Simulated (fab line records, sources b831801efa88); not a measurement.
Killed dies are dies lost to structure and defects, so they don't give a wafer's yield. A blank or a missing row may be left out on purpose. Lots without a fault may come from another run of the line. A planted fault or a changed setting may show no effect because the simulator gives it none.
Chamber matching | flow sky130 | SKY_VIA1_ETCH_14 on rie_diel-04: 4 sister chambers
The step etches BARC in N2/H2, stops on SiO2, time 45.9 s, target depth 60 nm. 14 wafers are shown with their chamber, then 7 later ones without.

WAFERS WITH THEIR CHAMBER
wafer  | chamber | oes_product_au (a.u.) | throttle_valve_pct (%)
L979.1 | 2       | 0.862                 | 13.230
L979.5 | 2       | 0.852                 | 13.214
L979.6 | 3       | 0.851                 | 13.224
L983.1 | 0       | 0.852                 | 13.220
L983.4 | 3       | 0.856                 | 13.228
L983.5 | 2       | 0.853                 | 13.231
L986.1 | 0       | 0.861                 | 13.230
L986.5 | 0       | 0.853                 | 13.227
L986.6 | 1       | 0.853                 | 13.223
L987.1 | 1       | 0.859                 | 13.239
L987.3 | 0       | 0.862                 | 13.232
L987.4 | 2       | 0.864                 | 13.240
L989.3 | 1       | 0.847                 | 13.221
L989.5 | 0       | 0.850                 | 13.231

SIGNATURES (means of the wafers above)
reading            | chamber 0 | chamber 1 | chamber 2 | chamber 3 | scatter within a chamber
oes_product_au     | 0.85560   | 0.85300   | 0.85775   | 0.85350   | 0.00564
throttle_valve_pct | 13.22800  | 13.22767  | 13.22875  | 13.22600  | 0.00805
Rule: a wafer's distance from a chamber is the root of the sum, over the readings, of the square of ((its reading less the chamber's mean) divided by the reading's scatter). The wafer belongs to the nearest chamber; if the next one is less than 2 further off, it can't be placed. The scatter: the root of (the sum of the squares of (reading less its chamber's mean) over the shown wafers, divided by (wafers less chambers)).

WAFERS WITHOUT THEIR CHAMBER
wafer  | oes_product_au (a.u.) | throttle_valve_pct (%)
L989.6 | 0.859                 | 13.238
L990.3 | 0.854                 | 13.234
L990.4 | 0.852                 | 13.234
L990.6 | 0.857                 | 13.223
L100.1 | 0.849                 | 13.241
L100.4 | 0.849                 | 13.222
L100.6 | 0.850                 | 13.224

WHICH CHAMBER EACH WENT THROUGH
wafer  | from the rows above               | in truth
L989.6 | can't be placed: 2 or 0 or 1 or 3 | 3
L990.3 | can't be placed: 0 or 1 or 2 or 3 | 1
L990.4 | can't be placed: 1 or 0 or 3 or 2 | 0
L990.6 | can't be placed: 0 or 3 or 2 or 1 | 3
L100.1 | can't be placed: 1 or 0 or 3 or 2 | 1
L100.4 | can't be placed: 3 or 1 or 0 or 2 | 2
L100.6 | can't be placed: 3 or 1 or 0 or 2 | 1
Placed correctly: 0 of 7. Can't be placed from these rows: 7 (the true chamber is among the candidates in 7). Placed wrongly: 0.
